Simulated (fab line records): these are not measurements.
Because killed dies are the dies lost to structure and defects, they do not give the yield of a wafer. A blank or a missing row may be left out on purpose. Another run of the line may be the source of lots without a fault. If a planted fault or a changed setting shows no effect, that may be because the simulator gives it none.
Which tool is to blame? ; flow sfqLine ; 40 wafers from 14 lots sampled at 3 of the route's 325 steps

== WHAT THE GAUGES READ, wafer by wafer ==
The record lacks any reading of a measuring or inspecting step that a usual standard deviation could be used to judge.

== TOOL THAT RAN EACH LOT (tool first, then ch and the chambers of the sampled wafers, then the start) ==
lot;SFQ_TRILAYER_I3_CMP_CMP_082;SFQ_TRILAYER_I3_METRO_MEASURE_083;SFQ_TRILAYER_I3_VIA_ETCH_VIA_ETCH_088
L416;cmp-02 ch 1,2,3, day 28 18:30;filmMetro-01, day 28 20:37;rieDiel-01 ch 1,2, day 32 09:59
L419;cmp-01 ch 0,1,3, day 29 20:05;filmMetro-02, day 29 23:13;rieDiel-04 ch 0,1,2, day 33 14:21
L420;cmp-01 ch 0,2,3, day 30 18:35;filmMetro-04, day 30 20:37;rieDiel-04 ch 0,1, day 34 07:09
L421;cmp-02 ch 0,2,3, day 30 23:30;filmMetro-01, day 31 02:37;rieDiel-01 ch 1,3, day 34 11:57
L423;cmp-02 ch 2,3, day 31 21:00;filmMetro-02, day 32 00:01;rieDiel-04 ch 2,3, day 35 10:20
L426;cmp-02 ch 0,1,2, day 33 10:00;filmMetro-04, day 33 13:01;rieDiel-01 ch 1,2,3, day 36 21:39
L427;cmp-02 ch 0,1,2, day 33 13:30;filmMetro-01, day 33 15:37;rieDiel-04 ch 0,2, day 37 00:03
L429;cmp-01 ch 0,1,2, day 33 19:08;filmMetro-01, day 33 22:28;rieDiel-01 ch 2,3, day 37 08:27
L430;cmp-02 ch 1, day 34 04:30;filmMetro-04, day 34 06:37;rieDiel-01 ch 3, day 37 16:51
L434;cmp-01 ch 0,1,2, day 35 19:29;filmMetro-02, day 35 22:37;rieDiel-02 ch 0,1,3, day 39 10:39
L435;cmp-02 ch 0,2,3, day 36 12:30;filmMetro-04, day 36 15:49;rieDiel-02 ch 1,2, day 39 23:51
L436;cmp-01 ch 1,2,3, day 37 01:29;filmMetro-02, day 37 04:37;rieDiel-04 ch 1,2,3, day 40 12:36
L437;cmp-01 ch 0,1,2, day 37 04:29;filmMetro-02, day 37 07:37;rieDiel-01 ch 1,3, day 40 15:00
L438;cmp-02 ch 0,3, day 37 09:30;filmMetro-04, day 37 13:01;rieDiel-04 ch 0,1,3, day 40 18:36
- SFQ_TRILAYER_I3_CMP_CMP_082: polishes SiO2.
- SFQ_TRILAYER_I3_METRO_MEASURE_083
- SFQ_TRILAYER_I3_VIA_ETCH_VIA_ETCH_088: etches SiO2 in CHF3, stops on Nb, target depth 260 nm.

== WHAT THE TOOLS THEMSELVES READ (means of the sampled wafers that have a number; where no wafer has one, the mark that the record gives instead) ==
SFQ_TRILAYER_I3_CMP_CMP_082.
lot;tool;motorCurrentA (A);timeToEndpointS (s)
L416;cmp-02;9.8;205
L419;cmp-01;10.8;216
L420;cmp-01;10.7;210
L421;cmp-02;10.3;203
L423;cmp-02;10.6;206
L426;cmp-02;9.8;205
L427;cmp-02;9.7;206
L429;cmp-01;11.5;224
L430;cmp-02;9.6;210
L434;cmp-01;11.6;216
L435;cmp-02;10.1;208
L436;cmp-01;11.4;208
L437;cmp-01;11.3;215
L438;cmp-02;10.3;215

SFQ_TRILAYER_I3_METRO_MEASURE_083.
lot;tool;thkNm (nm)
L416;filmMetro-01;199.1
L419;filmMetro-02;199.5
L420;filmMetro-04;201.1
L421;filmMetro-01;200.2
L423;filmMetro-02;198.4
L426;filmMetro-04;205.5
L427;filmMetro-01;205.5
L429;filmMetro-01;200.3
L430;filmMetro-04;198.6
L434;filmMetro-02;201.3
L435;filmMetro-04;198.9
L436;filmMetro-02;198.6
L437;filmMetro-02;199.2
L438;filmMetro-04;199.7

SFQ_TRILAYER_I3_VIA_ETCH_VIA_ETCH_088.
lot;tool;drypumpMotorCurrentA (A);oesProductAu (a.u.)
L416;rieDiel-01;6.2;0.857
L419;rieDiel-04;6.2;0.855
L420;rieDiel-04;6.0;0.855
L421;rieDiel-01;5.9;0.856
L423;rieDiel-04;6.4;0.849
L426;rieDiel-01;6.1;0.867
L427;rieDiel-04;6.4;0.870
L429;rieDiel-01;6.0;0.858
L430;rieDiel-01;5.9;0.856
L434;rieDiel-02;6.0;0.859
L435;rieDiel-02;5.7;0.857
L436;rieDiel-04;6.0;0.851
L437;rieDiel-01;5.9;0.850
L438;rieDiel-04;5.9;0.852

== THE ANSWER, worked out from the rows above alone ==
Rule: the lots themselves supply what counts as usual. The widest of any qualifying gaps counts: lots, ordered by their means at a reading, are off when they make up no more than a third of the lots, leave a main group of 4 or more, and stand apart from it by 3 or more times the standard deviation of that group's means. A main group is skipped when, at the precision printed for the reading in the tables above, its means are all equal. Also off: a lot with no number at a reading for which 4 or more lots have one. Any other lot the step has rows for is counted as sound. First the gauges in route order, then the tools' own readings, where a lot's mean is used as printed above. At the first step where some lot is off, the reading lying furthest off is the one used; lots without a number count as furthest.
Off: L426, L427, at SFQ_TRILAYER_I3_METRO_MEASURE_083 (thkNm). The main group has a mean of 199.6 nm with a standard deviation of 0.93.
A tool fits if, at that step or a process step before it, it ran every lot that is off, and no sound lot after the first of them. Not one of the candidates tried fits.

== WHAT THE SIMULATOR HAD INSERTED ==
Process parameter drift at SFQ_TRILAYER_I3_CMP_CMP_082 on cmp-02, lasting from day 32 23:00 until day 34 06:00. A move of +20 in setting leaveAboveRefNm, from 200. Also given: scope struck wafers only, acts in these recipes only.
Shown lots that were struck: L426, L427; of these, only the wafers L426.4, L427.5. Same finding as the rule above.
